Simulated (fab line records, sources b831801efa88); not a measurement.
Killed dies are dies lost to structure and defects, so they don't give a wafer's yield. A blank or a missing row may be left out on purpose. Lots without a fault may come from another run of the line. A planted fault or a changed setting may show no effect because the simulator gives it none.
A struck lot beside a sound one | flow sky130 | 16 steps out of a route of 708
Sound: wafers L410.1, L410.4, L410.5. Struck: wafers L428.2, L428.4, L428.6. The cause comes at the end.
At each step with rows: each side's tool, then ch and its chambers, then its first start. Under that, the readings that differ: sound wafers | struck wafers | difference of the means | sigmas: that difference in standard deviations of wafers without a fault.
alike: readings whose means differ by less than 2 such deviations, and words and numbers that are the same on both sides. not compared: withheld readings, readings that some wafer has no value for, bounds like >300 that may hide the same value, and numbers for which the record gives no deviation and whose values overlap.
The two part at a step that has a row with sigmas, a row that says differs or no value, or rows on one side only. Numbers that don't overlap but have no deviation are shown without sigmas and don't part them. A reading that every wafer of one side lacks parts them only if that side has two wafers or more.

first, 2 steps without rows for these wafers: SKY_NWELL_IMPLANT_12; SKY_NWELL_IMPLANT_13.
SKY_NWELL_STRIP_14: strips in O2/N2.
  sound on plasma_asher-02 ch 1, day 4 11:10; struck on plasma_asher-02 ch 0,1, day 8 20:37
  alike: drypump_motor_current_A, oes_product_au, strip_time_to_endpoint_s
  not compared: rf_hours_counter_h
SKY_NWELL_TW_MEAS_15:
  sound on film_metro-01, day 4 11:16; struck on film_metro-03, day 8 20:44
  alike: NWELL_TW
then, 7 steps without rows for these wafers: SKY_NWELL_DEHYDRATE_16 (time 60 s); SKY_NWELL_HMDS_17 (prime time 60 s); SKY_NWELL_COAT_18 (resist thk 3000 nm); SKY_NWELL_SOFTBAKE_19; SKY_NWELL_EXPOSE_20 (exposes mask NWM COMPLEMENT, target cd 840 nm); SKY_NWELL_PEB_21; SKY_NWELL_DEVELOP_22 (develop time 60.97 s).
SKY_NWELL_OVL_MEAS_23:
  sound on overlay-02, day 5 04:30; struck on overlay-01, day 9 17:41
  alike: NWELL_01_OVL
SKY_NWELL_IMPLANT_24:
  sound on implanter-04 ch 0, day 5 04:32; struck on implanter-03 ch 0, day 9 17:45
  reading            | sound                         | struck                          | difference  | sigmas
  dose_ions_cm2      | 9.204e+12 9.196e+12 9.191e+12 | 1.0175e+13 1.0173e+13 1.018e+13 | +9.7900e+11 | +99 or more
  faraday_current_uA | 52.3 51.6 54.8                | 58.1 57.5 59.0                  | +5.3        | +5
  alike: beam_on_s
SKY_NWELL_STRIP_25: strips in O2/N2.
  sound on plasma_asher-02 ch 0,1, day 5 04:41; struck on plasma_asher-03 ch 1, day 9 17:52
  reading                     | sound       | struck      | difference | sigmas
  drypump_motor_current_A (A) | 5.5 5.5 5.9 | 6.4 6.4 6.4 | +0.8       | +2
  alike: oes_product_au, strip_time_to_endpoint_s
  not compared: rf_hours_counter_h
SKY_NWELL_TW_MEAS_26:
  sound on film_metro-02, day 5 04:47; struck on film_metro-01, day 9 18:19
  reading    | sound       | struck      | difference | sigmas
  NWELL_2_TW | 493 492 493 | 513 513 516 | +21        | +6
  not compared: hold
-- the record jumps here: 40 days lie between the struck wafers' starts before and after (it left off in module NWELL and takes up again in module PAD_OPEN, whose first step shown is number 708 of the route) --
SKY_PAD_OPEN_PROBE_99:
  sound on prober-01, day 45 15:36; struck on prober-02, day 49 22:52
  reading                                    | sound                         | struck                        | difference | sigmas
  model.etest.pfet_16v.r_on_ohm_um           | 1.498e+04 1.493e+04 1.519e+04 | 1.433e+04 1.432e+04 1.429e+04 | -7.200e+02 |
  model.etest.res_pwell_under_gate.rs_ohm_sq | 2281 2301 2280                | 2148 2152 2134                | -143       |
  model.etest.pfet_16v.drive_ua_um           | 241.2 243.9 238.3             | 254.6 255.3 253.3             | +13.3      |
  model.etest.field_n.vt_v (V)               | 35.14 35.27 35.94             | 37.66 37.84 37.48             | +2.21      |
  alike: killed_at_M0_to_M3, killed_at_M4_up, killed_at_contacts, killed_at_front_end, killed_at_other, killed_dies, killed_open, killed_short

WHERE THEY PART
First at SKY_NWELL_IMPLANT_24; last, within this record, at SKY_NWELL_TW_MEAS_26. Later steps at which nothing parts them and some readings are alike: SKY_PAD_OPEN_PROBE_99.

WHY: what the simulator had put in
Process parameter drift: implanter-03, from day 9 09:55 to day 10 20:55, at SKY_NWELL_IMPLANT_24. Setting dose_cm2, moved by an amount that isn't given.
